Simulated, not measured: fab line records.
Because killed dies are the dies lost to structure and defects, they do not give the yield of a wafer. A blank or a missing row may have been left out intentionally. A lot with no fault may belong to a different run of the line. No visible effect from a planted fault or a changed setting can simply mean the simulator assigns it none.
Chamber matching || flow sky130 || 4 sister chambers for SKY_CONTACT_CMP_27 on cmp-01
The step polishes, stops on SiO2, t overpolish 15 s, target thk 0 nm. 4 wafers are shown with their chamber, then 11 later ones without.

WAFERS, EACH WITH ITS CHAMBER
{"wafer": "L082.6", "chamber": 2, "time_to_endpoint_s (s)": 74}
{"wafer": "L084.2", "chamber": 1, "time_to_endpoint_s (s)": 88}
{"wafer": "L084.3", "chamber": 0, "time_to_endpoint_s (s)": 81}
{"wafer": "L087.1", "chamber": 3, "time_to_endpoint_s (s)": 84}

WAFERS WITH NO CHAMBER GIVEN
{"wafer": "L087.4", "time_to_endpoint_s (s)": 81}
{"wafer": "L087.5", "time_to_endpoint_s (s)": 83}
{"wafer": "L089.1", "time_to_endpoint_s (s)": 84}
{"wafer": "L089.5", "time_to_endpoint_s (s)": 85}
{"wafer": "L089.6", "time_to_endpoint_s (s)": 77}
{"wafer": "L092.1", "time_to_endpoint_s (s)": 82}
{"wafer": "L092.2", "time_to_endpoint_s (s)": 79}
{"wafer": "L092.6", "time_to_endpoint_s (s)": 84}
{"wafer": "L097.1", "time_to_endpoint_s (s)": 84}
{"wafer": "L097.2", "time_to_endpoint_s (s)": 84}
{"wafer": "L097.4", "time_to_endpoint_s (s)": 86}

THE CHAMBER EACH PASSED THROUGH
{"wafer": "L087.4", "from the rows above": 0, "in truth": 0}
{"wafer": "L087.5", "from the rows above": "can't be placed: 3 or 0", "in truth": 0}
{"wafer": "L089.1", "from the rows above": 3, "in truth": 3}
{"wafer": "L089.5", "from the rows above": "can't be placed: 3 or 1", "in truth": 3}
{"wafer": "L089.6", "from the rows above": "can't be placed: 2 or 0", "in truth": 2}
{"wafer": "L092.1", "from the rows above": "can't be placed: 0 or 3", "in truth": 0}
{"wafer": "L092.2", "from the rows above": 0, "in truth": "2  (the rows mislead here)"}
{"wafer": "L092.6", "from the rows above": 3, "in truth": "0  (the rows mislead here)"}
{"wafer": "L097.1", "from the rows above": 3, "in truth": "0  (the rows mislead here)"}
{"wafer": "L097.2", "from the rows above": 3, "in truth": 3}
{"wafer": "L097.4", "from the rows above": "can't be placed: 1 or 3", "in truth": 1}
Correct placement for 3 of the 11. Unplaceable from these rows: 5, with the true chamber sitting among the candidates in 5. Number placed wrongly: 3.
How it was worked out, from the rows above alone: a wafer's distance from a chamber is the root of the sum, over the readings, of the square of ((its reading less the chamber's mean) divided by the reading's scatter). If the next closest chamber is less than 2 further off than the closest, the wafer can't be placed; otherwise it belongs to the closest. A chamber's mean is the mean of its shown wafers. The scatter (one wafer shown for each chamber): square how far every hidden wafer sits from the nearest shown wafer, average those squares and take the square root.
